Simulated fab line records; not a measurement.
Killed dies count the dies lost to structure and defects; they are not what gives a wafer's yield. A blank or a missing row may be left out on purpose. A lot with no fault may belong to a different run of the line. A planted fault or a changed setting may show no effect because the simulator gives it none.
Which tool did it?    flow sky130    12 lots, 36 wafers sampled, at 2 steps of a route of 708

WHAT THE GAUGES READ, wafer by wafer
SKY_VIA1_THK_MEAS_01.
lot   measured      on            VIA1_HDPCVD_THK (nm)
L932  day 33 23:39  filmMetro-01  1013 1017 1017
L933  day 34 10:49  filmMetro-01  1015 1023 1030
L934  day 34 11:58  filmMetro-03  1027 1029 1028
L935  day 34 18:41  filmMetro-02  1022 1022 1029
L936  day 35 02:40  filmMetro-02  1028 1015 1021
L937  day 35 06:43  filmMetro-01  1022 1024 1022
L946  day 38 06:23  filmMetro-02  544 1032 543 544 1032 542
L948  day 38 18:40  filmMetro-03  1015 1005 1020
L949  day 38 22:07  filmMetro-02  1031 1001 1024
L950  day 39 04:19  filmMetro-02  1019 1039 1029
L952  day 39 18:32  filmMetro-01  1026 1026 1017
L955  day 40 17:13  filmMetro-02  1022 1013 1018

TOOL THAT RAN EACH LOT (tool first, then ch and the chambers of the sampled wafers, then the start)
lot   SKY_VIA1_HDPCVD_00
L932  hdpcvd-01 ch 1,2, day 33 23:28
L933  hdpcvd-02 ch 0,1,2, day 34 10:41
L934  hdpcvd-02 ch 0,2, day 34 11:51
L935  hdpcvd-02 ch 0,1,2, day 34 18:33
L936  hdpcvd-01 ch 0,1, day 35 02:34
L937  hdpcvd-01 ch 0,1,2, day 35 06:36
L946  hdpcvd-02 ch 1,2, day 38 06:17
L948  hdpcvd-01 ch 0,1,2, day 38 18:32
L949  hdpcvd-01 ch 0,1,2, day 38 21:59
L950  hdpcvd-01 ch 1,2, day 39 04:12
L952  hdpcvd-01 ch 0,1,2, day 39 18:25
L955  hdpcvd-01 ch 0,2, day 40 17:05
- SKY_VIA1_HDPCVD_00: deposits SiO2, target thk 1030 nm, time 171.7 s.

AS READ BY THE TOOLS THEMSELVES (means over the sampled wafers that have a number; for cases with no such wafer, the mark the record gives instead)
The record holds no such reading with a usual standard deviation.

THE ANSWER, worked out from the rows above alone
Rule: what is usual is taken from the lots themselves. Put in order of their means at a reading, lots are off if they are a third of the lots or fewer, leave a main group of 4 or more, and stand apart from it by a gap of 3 or more times the standard deviation of the main group's means; of several such gaps the widest counts. A main group is skipped when, at the precision printed for the reading in the tables above, its means are all equal. A lot without any number at a reading at which 4 lots or more have one is off too. All remaining lots with rows at the step are treated as sound. After the gauges, taken in route order, come the tools' own readings; for these a lot's mean is taken, as printed above. The first step at which some lot is off is used, and at that step the reading that is off furthest; a lot without a number counts as furthest.
Off: at SKY_VIA1_THK_MEAS_01 (VIA1_HDPCVD_THK), L946. The main group has a mean of 1021 nm with a standard deviation of 4.6.
If a tool, at a process step before that reading, ran all the lots that are off and no sound lot after the first of them, it fits. Those tools and the gauges at SKY_VIA1_THK_MEAS_01 are tried in the same way. One candidate fits, namely hdpcvd-02 at SKY_VIA1_HDPCVD_00. A fault onset in the window from L935 (day 34 18:33, its last sound lot) to L946 (day 38 06:17, its first lot off) fits.

WHAT THE SIMULATOR HAD INSERTED
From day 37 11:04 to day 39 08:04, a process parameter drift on hdpcvd-02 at SKY_VIA1_HDPCVD_00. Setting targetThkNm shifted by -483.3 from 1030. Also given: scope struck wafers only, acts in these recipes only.
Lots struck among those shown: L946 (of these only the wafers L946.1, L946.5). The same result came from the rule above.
